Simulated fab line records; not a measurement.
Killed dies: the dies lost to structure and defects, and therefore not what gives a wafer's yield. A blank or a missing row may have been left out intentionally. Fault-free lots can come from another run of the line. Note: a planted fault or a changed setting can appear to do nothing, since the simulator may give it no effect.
A struck lot beside a sound one + flow gf180mcu + 18 steps out of a route of 602
Sound: these wafers, L455.2, L455.3, L455.6. Struck: wafer L462.3 (L462.4, L462.5, from the same lot, were not struck and are left out); the cause is given at the end.
Each step with rows lists, per side, the tool, then ch with its chambers, then its first start. Under that, the readings that differ: sound wafers + struck wafers + difference of the means + sigmas: that difference in standard deviations of wafers without a fault.
alike: readings with means less than 2 such deviations apart, plus words and numbers identical on both sides. not compared: withheld readings, readings lacking a value on some wafer, bounds such as >300 that could conceal the same value, and numbers that have no deviation in the record and whose values overlap.
A row with sigmas, a row that says differs or no value, or rows on one side alone: a step with any of these is where the two part. Non-overlapping numbers with no deviation appear without sigmas and do not part them. Lack of a reading on every wafer of one side parts them only where that side has two or more wafers.

first, 3 steps without rows for these wafers: GF_V2_EXPOSE_11 (exposes mask Via2, target cd 260 nm); GF_V2_PEB_12 (peb time 90 s); GF_V2_DEVELOP_13 (develop time 60 s).
GF_V2_CD_MEAS_14 targets a cd of 260 nm.
  sound on cd_sem-02 at day 22 10:29; struck on cd_sem-02 at day 25 00:06
  alike: cd_nm
GF_V2_OVL_MEAS_15:
  sound on overlay-01 at day 22 10:35; struck on overlay-01 at day 25 00:11
| reading     | sound  | struck | difference | sigmas |
|-------------|--------|--------|------------|--------|
| V2_OVL (nm) | 7 7 10 | -7     | -15        | -2     |
then, 1 step without rows for these wafers: GF_V2_ETCH_16 (etches BARC in N2/H2).
GF_V2_ETCH_17: etches SiO2 in C4F8/O2/Ar, stops on TiN, target depth 630 nm.
  sound on rie_diel-01 ch 0,1,2; struck on rie_diel-03 ch 2
  alike: chamber_pressure_mTorr, oes_product_au, rf_fwd_power_W
GF_V2_STRIP_18: strips in O2/N2.
  sound on plasma_asher-03 ch 0,1, day 22 10:44; struck on plasma_asher-01 ch 1, day 25 00:22
  alike: chamber_pressure_mTorr, drypump_motor_current_A, heater_power_w, oes_product_au
  not compared: rf_hours_counter_h
then, 2 steps without rows for these wafers: GF_V2_STRIP_19 (strips in post etch residue remover, time 1200 s); GF_V2_CLEAN_20 (cleans in DIW).
GF_V2_SPUTTER_21: material Ti, target thk 15 nm, time 80.02 s.
  sound on pvd_sputter-04 at day 22 11:19; struck on pvd_sputter-01 at day 25 00:52
  alike: cathode_dc_power_W, throttle_valve_pct
GF_V2_SPUTTER_22: material TiN, target thk 10 nm, time 40 s.
  sound on pvd_sputter-04 at day 22 11:23; struck on pvd_sputter-01 at day 25 00:56
  alike: cathode_dc_power_W, throttle_valve_pct
GF_V2_CVD_23: deposits W, target thk 350 nm, time 104.94 s.
  sound on cvd_w-02 ch 1, day 22 11:26; struck on cvd_w-02 ch 1, day 25 01:01
| reading                          | sound                | struck | difference | sigmas |
|----------------------------------|----------------------|--------|------------|--------|
| susceptor_temp_C (C)             | 399.69 400.21 400.06 | 415.00 | +15.01     | +68    |
| model.W_of_V2_CVD_23.thk_nm (nm) | 343 344.3 346.4      | 457    | +112       |        |
  alike: heater_power_w
GF_V2_RS_MEAS_24: measurement is done with a four-point probe.
  sound on film_metro-04 at day 22 11:34; struck on film_metro-04 at day 25 01:08
| reading          | sound             | struck | difference | sigmas |
|------------------|-------------------|--------|------------|--------|
| V2_W_RS (ohm/sq) | 0.335 0.334 0.330 | 0.250  | -0.083     | -24    |
GF_V2_THK_MEAS_25: measures by xrf.
  sound on film_metro-04 at day 22 11:40; struck on film_metro-04 at day 25 01:14
| reading       | sound       | struck | difference | sigmas |
|---------------|-------------|--------|------------|--------|
| V2_W_THK (nm) | 350 351 356 | 466    | +114       | +27    |
GF_V2_CMP_26: polishes, stops on SiO2, t overpolish 15 s, target thk 0 nm.
  sound on cmp-01 ch 0,1,3, day 22 11:49; struck on cmp-02 ch 2, day 25 01:22
| reading                | sound    | struck | difference | sigmas |
|------------------------|----------|--------|------------|--------|
| time_to_endpoint_s (s) | 80 82 79 | 106    | +26        | +7     |
  alike: edge_zone_pressure_frac, motor_current_A
GF_M3_SPUTTER_00: material Ti, target thk 37.5 nm, time 150 s.
  sound on pvd_sputter-01 at day 22 12:01; struck on pvd_sputter-04 at day 25 01:34
| reading                | sound          | struck | difference | sigmas |
|------------------------|----------------|--------|------------|--------|
| throttle_valve_pct (%) | 31.0 31.4 29.1 | 28.5   | -2.0       | -2     |
  alike: cathode_dc_power_W
GF_PASSIVATION_PROBE_99:
  the record has rows for the sound wafers here (prober-02, day 30 19:53) and none for the struck ones

== WHERE THEY PART ==
Last at GF_PASSIVATION_PROBE_99 as far as this record goes, first at GF_V2_OVL_MEAS_15.

WHY: the cause the simulator had injected
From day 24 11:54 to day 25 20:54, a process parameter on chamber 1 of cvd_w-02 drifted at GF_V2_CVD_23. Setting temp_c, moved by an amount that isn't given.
